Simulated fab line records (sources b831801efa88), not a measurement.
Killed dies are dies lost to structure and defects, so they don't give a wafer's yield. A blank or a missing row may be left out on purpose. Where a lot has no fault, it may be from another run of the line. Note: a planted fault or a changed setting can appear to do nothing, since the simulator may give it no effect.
Comparing a struck lot with a sound one    flow sky130    14 out of 708 route steps
Sound: these wafers, L258.1, L258.4, L258.5. The struck wafers were L250.3, L250.5, L250.6. Last of all comes the cause.
Order at every step that has rows: each side's tool, ch and its chambers, its first start. Under that, the readings that differ: sound wafers    struck wafers    difference of the means    sigmas: that difference in standard deviations of wafers without a fault.
alike: readings whose means differ by less than 2 such deviations, and words and numbers that are the same on both sides. not compared: withheld readings, readings that some wafer has no value for, bounds like >300 that may hide the same value, and numbers for which the record gives no deviation and whose values overlap.
Wherever a step has rows on one side only, a row that says differs or no value, or a row with sigmas, the two part there. Numbers that have no deviation but don't overlap get no sigmas and don't part them. Lack of a reading on every wafer of one side parts them only where that side has two or more wafers.

SKY_METAL3_SPUTTER_02: material AlCu, target thk 735 nm, time 39.1 s.
  struck on pvdSputter-03, day 38 06:47; sound on pvdSputter-02, day 40 09:05
  alike: throttleValvePct
SKY_METAL3_SPUTTER_03: material Ti, target thk 5 nm, time 3.3 s.
  struck on pvdSputter-03, day 38 06:50; sound on pvdSputter-02, day 40 09:08
  alike: throttleValvePct
SKY_METAL3_SPUTTER_04: material TiN, target thk 70 nm, time 58.3 s.
  struck on pvdSputter-03, day 38 06:51; sound on pvdSputter-02, day 40 09:09
  alike: throttleValvePct
SKY_CAPM_CVD_00: deposits SiO2, target thk 15.5 nm.
  sound on pecvd-02 ch 0,1,2, day 40 09:12; struck on pecvd-01 ch 0,1, day 38 06:54
  alike: heaterPowerW
SKY_CAPM_THK_MEAS_01:
  struck on filmMetro-01, day 38 06:56; sound on filmMetro-03, day 40 09:13
  alike: CAPM_CVD_00_THK
SKY_CAPM_SPUTTER_02: material TiN, target thk 200 nm, time 166.7 s.
  struck on pvdSputter-02, day 38 06:59; sound on pvdSputter-04, day 40 09:17
  alike: throttleValvePct
SKY_CAPM_RS_MEAS_03: uses a four-point probe to measure.
  struck on filmMetro-02, day 38 07:08; sound on filmMetro-01, day 40 09:23
  alike: CAPM_TIN_RS
SKY_CAPM_THK_MEAS_04: measures by xrf.
  struck on filmMetro-02, day 38 07:14; sound on filmMetro-01, day 40 09:31
  alike: CAPM_TIN_THK
then, 4 steps without rows for these wafers: SKY_CAPM_DEHYDRATE_05 (time 60 s); SKY_CAPM_HMDS_06 (prime time 60 s); SKY_CAPM_COAT_07 (resist thk 1140 nm); SKY_CAPM_SOFTBAKE_08 (time 60 s).
SKY_CAPM_EXPOSE_09: exposes mask CAPM, target cd 1000 nm.
  struck on ilineStepper-01, day 38 19:38; sound on ilineStepper-01 ch 0, day 40 22:58
  no value came back on the struck wafers for exposureDoseMJCm2, focusOffsetNm (nm); on the sound wafers exposureDoseMJCm2 reads 158.80 159.00 159.10
  alike: mask
next, for these wafers, 1 step has no rows: SKY_CAPM_PEB_10.

## WHERE THEY PART
SKY_CAPM_EXPOSE_09 only, going by this record.

WHY: the cause the simulator had injected
Skipped step whole: ilineStepper-01, from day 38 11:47 on, at SKY_CAPM_EXPOSE_09. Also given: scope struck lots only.
